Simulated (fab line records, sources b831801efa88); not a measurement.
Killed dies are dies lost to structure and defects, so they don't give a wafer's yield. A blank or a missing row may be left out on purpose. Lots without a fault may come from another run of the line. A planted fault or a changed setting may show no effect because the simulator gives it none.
Which tool did it? | flow sky130 | 13 lots, 39 wafers sampled, at 5 steps of a route of 708

WHAT THE GAUGES READ, wafer by wafer
The record holds no reading of a measuring or inspecting step that can be judged against a usual standard deviation.

WHICH TOOL RAN EACH LOT (tool, then ch and the chambers of the sampled wafers, then the start)
lot  | SKY_VIA3_CVD_21               | SKY_VIA4_STRIP_14               | SKY_METAL5_DESCUM_14              | SKY_PASSIVATION_CVD_00          | SKY_PAD_OPEN_PROBE_99
L427 | cvd_w-01 ch 0,1, day 39 19:04 | wet_bench-01 ch 1, day 43 00:53 | rie_metal-03 ch 0, day 44 01:10   | pecvd-04 ch 0,1,2, day 44 02:02 | -
L430 | cvd_w-01 ch 1, day 40 22:03   | wet_bench-02 ch 3, day 43 23:20 | rie_metal-02 ch 0,1, day 44 22:51 | pecvd-03 ch 1,2, day 44 23:43   | -
L431 | cvd_w-01 ch 0,1, day 41 00:59 | wet_bench-04 ch 0, day 44 03:35 | rie_metal-03 ch 0,1, day 45 02:49 | pecvd-02 ch 0,2, day 45 03:40   | -
L433 | cvd_w-01 ch 1, day 42 16:04   | wet_bench-02 ch 0, day 45 14:43 | rie_metal-03 ch 0, day 46 12:52   | pecvd-04 ch 0,2, day 46 13:46   | -
L434 | cvd_w-02 ch 0,1, day 42 18:05 | wet_bench-01 ch 0, day 45 16:26 | rie_metal-03 ch 0,1, day 46 14:33 | pecvd-02 ch 0,1,2, day 46 15:29 | -
L436 | cvd_w-01 ch 0,1, day 42 18:07 | wet_bench-04 ch 2, day 45 17:32 | rie_metal-02 ch 0,1, day 46 15:49 | pecvd-02 ch 1,2, day 46 16:40   | -
L437 | cvd_w-02 ch 0,1, day 43 00:29 | wet_bench-04 ch 2, day 45 22:52 | rie_metal-03 ch 0,1, day 46 20:28 | pecvd-03 ch 1,2, day 46 21:28   | -
L438 | cvd_w-02 ch 1, day 43 07:09   | wet_bench-01 ch 2, day 46 03:38 | rie_metal-02 ch 0,1, day 47 01:34 | pecvd-04 ch 0,2, day 47 02:26   | -
L441 | cvd_w-01 ch 0,1, day 44 03:58 | wet_bench-04 ch 0, day 46 23:14 | rie_metal-02 ch 0,1, day 47 20:27 | pecvd-02 ch 0,1, day 47 21:21   | -
L444 | cvd_w-02 ch 0,1, day 44 20:38 | wet_bench-01 ch 0, day 47 13:55 | rie_metal-04 ch 0,1, day 48 10:51 | pecvd-04 ch 0,1,2, day 48 11:43 | prober-01, day 50 00:34
L445 | cvd_w-01 ch 0,1, day 44 22:07 | wet_bench-01 ch 0, day 47 15:22 | rie_metal-04 ch 0,1, day 48 12:22 | pecvd-03 ch 1,2, day 48 13:14   | prober-02, day 50 02:13
L447 | cvd_w-01 ch 0,1, day 45 14:37 | wet_bench-02 ch 0, day 48 06:50 | rie_metal-03 ch 0,1, day 49 02:24 | pecvd-03 ch 1,2, day 49 03:16   | -
L449 | cvd_w-01 ch 0,1, day 45 22:40 | wet_bench-04 ch 3, day 48 14:10 | rie_metal-03 ch 0,1, day 49 09:27 | pecvd-03 ch 1,2, day 49 10:19   | -
- SKY_VIA3_CVD_21: deposits W, target thk 390 nm, time 117.31 s.
- SKY_VIA4_STRIP_14: strips in post etch residue remover, time 1200 s.
- SKY_METAL5_DESCUM_14: chemistry O2, time 11 s.
- SKY_PASSIVATION_CVD_00: deposits SiO2, target thk 90 nm.
- SKY_PAD_OPEN_PROBE_99

WHAT THE TOOLS THEMSELVES READ (means of the sampled wafers that have a number; where no wafer has one, the mark that the record gives instead)
SKY_VIA3_CVD_21. Usual: heater_power_w 823 W, standard deviation 70.
lot  | tool     | heater_power_w (W) | flag
L427 | cvd_w-01 | 761                |
L430 | cvd_w-01 | 750                |
L431 | cvd_w-01 | 761                |
L433 | cvd_w-01 | 738                |
L434 | cvd_w-02 | 902                |
L436 | cvd_w-01 | 799                |
L437 | cvd_w-02 | 887                |
L438 | cvd_w-02 | 873                |
L441 | cvd_w-01 | 804                |
L444 | cvd_w-02 | 898                |
L445 | cvd_w-01 | 772                |
L447 | cvd_w-01 | 798                |
L449 | cvd_w-01 | 774                |

SKY_METAL5_DESCUM_14. Usual: drypump_motor_current_A 5.5 A, standard deviation 0.33; oes_product_au 1.002 a.u., standard deviation 0.0082.
lot  | tool         | drypump_motor_current_A (A) | oes_product_au (a.u.) | flag
L427 | rie_metal-03 | 5.5                         | 0.994                 |
L430 | rie_metal-02 | 5.4                         | 1.007                 |
L431 | rie_metal-03 | 5.3                         | 1.004                 |
L433 | rie_metal-03 | 5.5                         | 0.994                 |
L434 | rie_metal-03 | 5.4                         | 1.004                 |
L436 | rie_metal-02 | 5.6                         | 0.999                 |
L437 | rie_metal-03 | 5.4                         | 0.995                 |
L438 | rie_metal-02 | 5.6                         | 1.001                 |
L441 | rie_metal-02 | 5.6                         | 1.001                 |
L444 | rie_metal-04 | 5.8                         | 1.000                 |
L445 | rie_metal-04 | 5.9                         | 1.001                 |
L447 | rie_metal-03 | 5.3                         | 0.997                 |
L449 | rie_metal-03 | 5.3                         | 1.001                 |

SKY_PASSIVATION_CVD_00. Usual: heater_power_w 678 W, standard deviation 75.
lot  | tool     | heater_power_w (W) | flag
L427 | pecvd-04 | 688                |
L430 | pecvd-03 | 683                |
L431 | pecvd-02 | 614                |
L433 | pecvd-04 | 707                |
L434 | pecvd-02 | 660                |
L436 | pecvd-02 | 731                |
L437 | pecvd-03 | 697                |
L438 | pecvd-04 | 674                |
L441 | pecvd-02 | 707                |
L444 | pecvd-04 | 647                |
L445 | pecvd-03 | 655                |
L447 | pecvd-03 | 600                |
L449 | pecvd-03 | 626                |

SKY_PAD_OPEN_PROBE_99. Usual: defect_limited_yield 82.2 %, standard deviation 1.8; killed_at_M0_to_M3 44, standard deviation 7.1; killed_at_M4_up 3.1, standard deviation 1.9; killed_at_contacts 25, standard deviation 5.8; killed_at_front_end 16, standard deviation 4.5; killed_at_other 0.3, standard deviation 0.52; killed_dies 88, standard deviation 9.1; killed_open 48, standard deviation 6.8; killed_short 39, standard deviation 5.8; sort_bin_3_pad_short 0.9 %, standard deviation 0.4; sort_bin_5_function 10.6 %, standard deviation 1.4; sort_bin_6_memory 6.3 %, standard deviation 1.1; sort_n_pass 404, standard deviation 9.1; sort_yield_pct 82.2 %, standard deviation 1.8.
lot  | tool      | defect_limited_yield (%) | killed_at_M0_to_M3 | killed_at_M4_up | killed_at_contacts | killed_at_front_end | killed_at_other | killed_dies | killed_open | killed_short | sort_bin_3_pad_short (%) | sort_bin_5_function (%) | sort_bin_6_memory (%) | sort_n_pass | sort_yield_pct (%) | flag
L444 | prober-01 | 73.7                     | 33                 | 61.0            | 22                 | 14                  | 0.0             | 130         | 39          | 32           | 3.3                      | 16.8                    | 6.3                   | 362         | 73.7               | OFF
L445 | prober-02 | 72.9                     | 36                 | 63.7            | 23                 | 11                  | 0.0             | 133         | 40          | 33           | 4.0                      | 16.7                    | 6.4                   | 359         | 72.9               | OFF

THE ANSWER, worked out from the rows above alone
Rule: a lot is off if the mean of its wafers that have a number lies more than 3 standard deviations from the usual mean. A lot without any number at a reading at which 4 lots or more have one is off too. The other lots that the step has rows for count as sound. The gauges are gone through in route order, then the tools' own readings, and for those a lot's mean is taken as printed above. The first step at which some lot is off is used, and at that step the reading that is off furthest; a lot without a number counts as furthest.
Off: L444, L445, at SKY_PAD_OPEN_PROBE_99 (killed_at_M4_up). Neither off nor sound, because the step has no rows for them: L427, L430, L431, L433, L434, L436, L437, L438, L441, L447, L449.
A tool fits if, at that step or a process step before it, it ran every lot that is off, and no sound lot after the first of them. Can't be told from this: 2 tools fit, wet_bench-01 at SKY_VIA4_STRIP_14, rie_metal-04 at SKY_METAL5_DESCUM_14.

WHAT THE SIMULATOR HAD PUT IN
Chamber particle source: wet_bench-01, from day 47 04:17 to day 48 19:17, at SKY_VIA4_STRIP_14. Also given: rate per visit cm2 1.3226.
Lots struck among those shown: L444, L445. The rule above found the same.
